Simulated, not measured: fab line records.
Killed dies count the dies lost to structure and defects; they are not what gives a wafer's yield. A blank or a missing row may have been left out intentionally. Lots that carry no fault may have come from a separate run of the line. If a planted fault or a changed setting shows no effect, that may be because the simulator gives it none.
Which tool was responsible? / flow gf180mcu / 36 wafers from 12 lots sampled at 6 of the route's 602 steps

## WHAT THE GAUGES SHOWED, per wafer
GF_POLY_GATE_CD_MEAS_18.
lot=L421; measured=day 9 12:50; on=cdSem-02; cdNm (nm)=276.9 277.5 277.6
lot=L422; measured=day 9 19:01; on=cdSem-01; cdNm (nm)=279.9 280.7 279.7
lot=L423; measured=day 10 06:48; on=cdSem-02; cdNm (nm)=280.2 280.0 281.9
lot=L426; measured=day 11 03:42; on=cdSem-02; cdNm (nm)=278.3 282.6 277.8
lot=L428; measured=day 11 16:03; on=cdSem-01; cdNm (nm)=280.9 278.9 279.4
lot=L429; measured=day 12 01:16; on=cdSem-01; cdNm (nm)=280.5 280.9 281.2
lot=L435; measured=day 13 21:56; on=cdSem-01; cdNm (nm)=280.8 282.0 281.3
lot=L436; measured=day 14 00:44; on=cdSem-01; cdNm (nm)=279.0 278.9 277.7
lot=L437; measured=day 14 06:37; on=cdSem-02; cdNm (nm)=279.1 278.1 277.5
lot=L438; measured=day 14 15:23; on=cdSem-01; cdNm (nm)=279.6 280.4 281.0
lot=L440; measured=day 15 08:20; on=cdSem-01; cdNm (nm)=280.9 278.7 281.1
lot=L443; measured=day 16 07:24; on=cdSem-01; cdNm (nm)=281.9 281.4 282.1

GF_HV_LDD_OVL_MEAS_08.
lot=L421; measured=day 10 06:14; on=overlay-02; HV_LDD_OVL (nm)=0.7 -0.1 0.6
lot=L422; measured=day 10 12:26; on=overlay-01; HV_LDD_OVL (nm)=-1.0 -0.3 -0.2
lot=L423; measured=day 11 01:38; on=overlay-01; HV_LDD_OVL (nm)=1.0 -1.4 0.5
lot=L426; measured=day 11 22:40; on=overlay-01; HV_LDD_OVL (nm)=-1.0 -1.3 -0.9
lot=L428; measured=day 12 10:45; on=overlay-02; HV_LDD_OVL (nm)=-0.4 -2.1 -1.2
lot=L429; measured=day 12 20:45; on=overlay-02; HV_LDD_OVL (nm)=-1.0 -1.7 -1.9
lot=L435; measured=day 14 19:05; on=overlay-02; HV_LDD_OVL (nm)=0.8 -0.6 -1.5
lot=L436; measured=day 14 21:28; on=overlay-01; HV_LDD_OVL (nm)=2.1 0.1 -1.0
lot=L437; measured=day 15 03:49; on=overlay-01; HV_LDD_OVL (nm)=2.0 0.6 1.2
lot=L438; measured=day 15 12:19; on=overlay-01; HV_LDD_OVL (nm)=1.1 1.8 0.9
lot=L440; measured=day 16 04:52; on=overlay-01; HV_LDD_OVL (nm)=0.5 1.2 1.5
lot=L443; measured=day 17 05:44; on=overlay-02; HV_LDD_OVL (nm)=0.3 -0.7 -1.3

GF_PSD_RS_MEAS_14: uses a four-point probe to measure.
lot=L421; measured=day 14 13:12; on=filmMetro-04; NSD_RS (ohm/sq)=46.21 46.20 46.16
lot=L422; measured=day 14 18:30; on=filmMetro-01; NSD_RS (ohm/sq)=46.25 46.22 46.29
lot=L423; measured=day 15 12:14; on=filmMetro-03; NSD_RS (ohm/sq)=46.07 46.19 46.20
lot=L426; measured=day 16 09:08; on=filmMetro-01; NSD_RS (ohm/sq)=46.22 46.28 46.23
lot=L428; measured=day 16 22:27; on=filmMetro-01; NSD_RS (ohm/sq)=46.28 46.27 46.23
lot=L429; measured=day 17 10:46; on=filmMetro-01; NSD_RS (ohm/sq)=46.12 46.35 46.16
lot=L435; measured=day 19 16:21; on=filmMetro-01; NSD_RS (ohm/sq)=47.76 47.64 47.70
lot=L436; measured=day 19 19:16; on=filmMetro-04; NSD_RS (ohm/sq)=47.61 47.73 47.71
lot=L437; measured=day 20 02:16; on=filmMetro-01; NSD_RS (ohm/sq)=46.28 46.33 46.28
lot=L438; measured=day 20 11:05; on=filmMetro-04; NSD_RS (ohm/sq)=46.24 46.19 46.23
lot=L440; measured=day 21 07:19; on=filmMetro-04; NSD_RS (ohm/sq)=46.20 46.08 46.14
lot=L443; measured=day 22 11:10; on=filmMetro-01; NSD_RS (ohm/sq)=46.20 46.28 46.30

## TOOL THAT RAN EACH LOT (tool first, then ch and the chambers of the sampled wafers, then the start)
lot=L421; GF_POLY_GATE_STRIP_14=plasmaAsher-04 ch 0,1, day 9 11:20; GF_NSD_IMPLANT_10=implanter-04 ch 0, day 13 15:41; GF_NSD_STRIP_11=plasmaAsher-04 ch 1, day 13 15:50
lot=L422; GF_POLY_GATE_STRIP_14=plasmaAsher-02 ch 0,1, day 9 16:31; GF_NSD_IMPLANT_10=implanter-02 ch 0, day 13 20:24; GF_NSD_STRIP_11=plasmaAsher-03 ch 0,1, day 13 20:33
lot=L423; GF_POLY_GATE_STRIP_14=plasmaAsher-01 ch 0,1, day 10 03:35; GF_NSD_IMPLANT_10=implanter-04 ch 0, day 14 14:17; GF_NSD_STRIP_11=plasmaAsher-03 ch 0,1, day 14 14:26
lot=L426; GF_POLY_GATE_STRIP_14=plasmaAsher-02 ch 0,1, day 11 00:35; GF_NSD_IMPLANT_10=implanter-04 ch 0, day 15 11:40; GF_NSD_STRIP_11=plasmaAsher-02 ch 0, day 15 11:49
lot=L428; GF_POLY_GATE_STRIP_14=plasmaAsher-04 ch 0,1, day 11 14:25; GF_NSD_IMPLANT_10=implanter-04 ch 0, day 16 00:52; GF_NSD_STRIP_11=plasmaAsher-02 ch 0,1, day 16 01:00
lot=L429; GF_POLY_GATE_STRIP_14=plasmaAsher-01 ch 0,1, day 11 23:47; GF_NSD_IMPLANT_10=implanter-01 ch 0, day 16 12:10; GF_NSD_STRIP_11=plasmaAsher-02 ch 0, day 16 12:17
lot=L435; GF_POLY_GATE_STRIP_14=plasmaAsher-02 ch 0,1, day 13 17:24; GF_NSD_IMPLANT_10=implanter-04 ch 0, day 18 15:18; GF_NSD_STRIP_11=plasmaAsher-03 ch 0,1, day 18 15:25
lot=L436; GF_POLY_GATE_STRIP_14=plasmaAsher-02 ch 0,1, day 13 22:22; GF_NSD_IMPLANT_10=implanter-04 ch 0, day 18 18:22; GF_NSD_STRIP_11=plasmaAsher-03 ch 0,1, day 18 18:31
lot=L437; GF_POLY_GATE_STRIP_14=plasmaAsher-04 ch 0,1, day 14 04:34; GF_NSD_IMPLANT_10=implanter-02 ch 0, day 19 00:56; GF_NSD_STRIP_11=plasmaAsher-04 ch 0,1, day 19 01:05
lot=L438; GF_POLY_GATE_STRIP_14=plasmaAsher-01 ch 0,1, day 14 13:56; GF_NSD_IMPLANT_10=implanter-01 ch 0, day 19 10:11; GF_NSD_STRIP_11=plasmaAsher-03 ch 0,1, day 19 10:20
lot=L440; GF_POLY_GATE_STRIP_14=plasmaAsher-01 ch 0,1, day 15 04:31; GF_NSD_IMPLANT_10=implanter-01 ch 0, day 20 06:38; GF_NSD_STRIP_11=plasmaAsher-04 ch 0,1, day 20 06:46
lot=L443; GF_POLY_GATE_STRIP_14=plasmaAsher-01 ch 0,1, day 16 01:05; GF_NSD_IMPLANT_10=implanter-01 ch 0, day 21 10:13; GF_NSD_STRIP_11=plasmaAsher-04 ch 0,1, day 21 10:20
- GF_POLY_GATE_STRIP_14: strips in O2/N2.
- GF_NSD_IMPLANT_10
- GF_NSD_STRIP_11: strips in O2/N2.

## AS READ BY THE TOOLS THEMSELVES (means over the sampled wafers that have a number; for cases with no such wafer, the mark the record gives instead)
GF_POLY_GATE_STRIP_14.
lot=L421; tool=plasmaAsher-04; drypumpMotorCurrentA (A)=5.0; heaterPowerW (W)=329; oesProductAu (a.u.)=0.510
lot=L422; tool=plasmaAsher-02; drypumpMotorCurrentA (A)=5.6; heaterPowerW (W)=277; oesProductAu (a.u.)=0.500
lot=L423; tool=plasmaAsher-01; drypumpMotorCurrentA (A)=6.1; heaterPowerW (W)=319; oesProductAu (a.u.)=0.511
lot=L426; tool=plasmaAsher-02; drypumpMotorCurrentA (A)=5.4; heaterPowerW (W)=293; oesProductAu (a.u.)=0.502
lot=L428; tool=plasmaAsher-04; drypumpMotorCurrentA (A)=5.0; heaterPowerW (W)=330; oesProductAu (a.u.)=0.503
lot=L429; tool=plasmaAsher-01; drypumpMotorCurrentA (A)=6.1; heaterPowerW (W)=315; oesProductAu (a.u.)=0.510
lot=L435; tool=plasmaAsher-02; drypumpMotorCurrentA (A)=5.4; heaterPowerW (W)=298; oesProductAu (a.u.)=0.499
lot=L436; tool=plasmaAsher-02; drypumpMotorCurrentA (A)=5.6; heaterPowerW (W)=279; oesProductAu (a.u.)=0.506
lot=L437; tool=plasmaAsher-04; drypumpMotorCurrentA (A)=5.0; heaterPowerW (W)=327; oesProductAu (a.u.)=0.501
lot=L438; tool=plasmaAsher-01; drypumpMotorCurrentA (A)=5.7; heaterPowerW (W)=330; oesProductAu (a.u.)=0.498
lot=L440; tool=plasmaAsher-01; drypumpMotorCurrentA (A)=5.7; heaterPowerW (W)=321; oesProductAu (a.u.)=0.509
lot=L443; tool=plasmaAsher-01; drypumpMotorCurrentA (A)=6.1; heaterPowerW (W)=312; oesProductAu (a.u.)=0.508

GF_NSD_IMPLANT_10.
lot=L421; tool=implanter-04; beamEnergyKeV=40.014; tiltDeg (degrees)=7.010
lot=L422; tool=implanter-02; beamEnergyKeV=39.994; tiltDeg (degrees)=6.978
lot=L423; tool=implanter-04; beamEnergyKeV=39.988; tiltDeg (degrees)=6.989
lot=L426; tool=implanter-04; beamEnergyKeV=39.985; tiltDeg (degrees)=6.980
lot=L428; tool=implanter-04; beamEnergyKeV=39.997; tiltDeg (degrees)=6.986
lot=L429; tool=implanter-01; beamEnergyKeV=39.993; tiltDeg (degrees)=7.003
lot=L435; tool=implanter-04; beamEnergyKeV=39.992; tiltDeg (degrees)=7.011
lot=L436; tool=implanter-04; beamEnergyKeV=40.002; tiltDeg (degrees)=7.020
lot=L437; tool=implanter-02; beamEnergyKeV=40.004; tiltDeg (degrees)=7.024
lot=L438; tool=implanter-01; beamEnergyKeV=40.004; tiltDeg (degrees)=7.006
lot=L440; tool=implanter-01; beamEnergyKeV=39.987; tiltDeg (degrees)=6.995
lot=L443; tool=implanter-01; beamEnergyKeV=39.990; tiltDeg (degrees)=7.022

GF_NSD_STRIP_11.
lot=L421; tool=plasmaAsher-04; drypumpMotorCurrentA (A)=5.13; heaterPowerW (W)=312; oesProductAu (a.u.)=0.486; stripTimeToEndpointS (s)=22.96
lot=L422; tool=plasmaAsher-03; drypumpMotorCurrentA (A)=5.53; heaterPowerW (W)=291; oesProductAu (a.u.)=0.487; stripTimeToEndpointS (s)=22.89
lot=L423; tool=plasmaAsher-03; drypumpMotorCurrentA (A)=5.54; heaterPowerW (W)=293; oesProductAu (a.u.)=0.494; stripTimeToEndpointS (s)=22.95
lot=L426; tool=plasmaAsher-02; drypumpMotorCurrentA (A)=5.66; heaterPowerW (W)=266; oesProductAu (a.u.)=0.489; stripTimeToEndpointS (s)=22.97
lot=L428; tool=plasmaAsher-02; drypumpMotorCurrentA (A)=5.55; heaterPowerW (W)=281; oesProductAu (a.u.)=0.490; stripTimeToEndpointS (s)=23.02
lot=L429; tool=plasmaAsher-02; drypumpMotorCurrentA (A)=5.66; heaterPowerW (W)=267; oesProductAu (a.u.)=0.488; stripTimeToEndpointS (s)=22.99
lot=L435; tool=plasmaAsher-03; drypumpMotorCurrentA (A)=5.53; heaterPowerW (W)=299; oesProductAu (a.u.)=0.487; stripTimeToEndpointS (s)=22.85
lot=L436; tool=plasmaAsher-03; drypumpMotorCurrentA (A)=5.51; heaterPowerW (W)=305; oesProductAu (a.u.)=0.485; stripTimeToEndpointS (s)=22.84
lot=L437; tool=plasmaAsher-04; drypumpMotorCurrentA (A)=5.00; heaterPowerW (W)=336; oesProductAu (a.u.)=0.490; stripTimeToEndpointS (s)=23.05
lot=L438; tool=plasmaAsher-03; drypumpMotorCurrentA (A)=5.55; heaterPowerW (W)=296; oesProductAu (a.u.)=0.486; stripTimeToEndpointS (s)=22.97
lot=L440; tool=plasmaAsher-04; drypumpMotorCurrentA (A)=5.04; heaterPowerW (W)=317; oesProductAu (a.u.)=0.486; stripTimeToEndpointS (s)=22.98
lot=L443; tool=plasmaAsher-04; drypumpMotorCurrentA (A)=5.07; heaterPowerW (W)=311; oesProductAu (a.u.)=0.491; stripTimeToEndpointS (s)=22.98

## THE ANSWER, worked out from the rows above alone
Rule: what is usual is taken from the lots themselves. The widest of any qualifying gaps counts: lots, ordered by their means at a reading, are off when they make up no more than a third of the lots, leave a main group of 4 or more, and stand apart from it by 3 or more times the standard deviation of that group's means. A main group is skipped when, at the precision printed for the reading in the tables above, its means are all equal. Also off: a lot with no number at a reading for which 4 or more lots have one. Any other lot the step has rows for is counted as sound. After the gauges, taken in route order, come the tools' own readings; for these a lot's mean is taken, as printed above. At the first step where some lot is off, the reading lying furthest off is the one used; lots without a number count as furthest.
Off: at GF_PSD_RS_MEAS_14 (NSD_RS), L435, L436. For the main group the mean is 46.22 ohm/sq and the standard deviation 0.047.
If a tool, at a process step before that reading, ran all the lots that are off and no sound lot after the first of them, it fits. Those tools and the gauges at GF_PSD_RS_MEAS_14 are tried in the same way. Undecided on this evidence; 2 tools fit (plasmaAsher-02 at GF_POLY_GATE_STRIP_14, implanter-04 at GF_NSD_IMPLANT_10).

## WHAT WAS PUT IN BY THE SIMULATOR
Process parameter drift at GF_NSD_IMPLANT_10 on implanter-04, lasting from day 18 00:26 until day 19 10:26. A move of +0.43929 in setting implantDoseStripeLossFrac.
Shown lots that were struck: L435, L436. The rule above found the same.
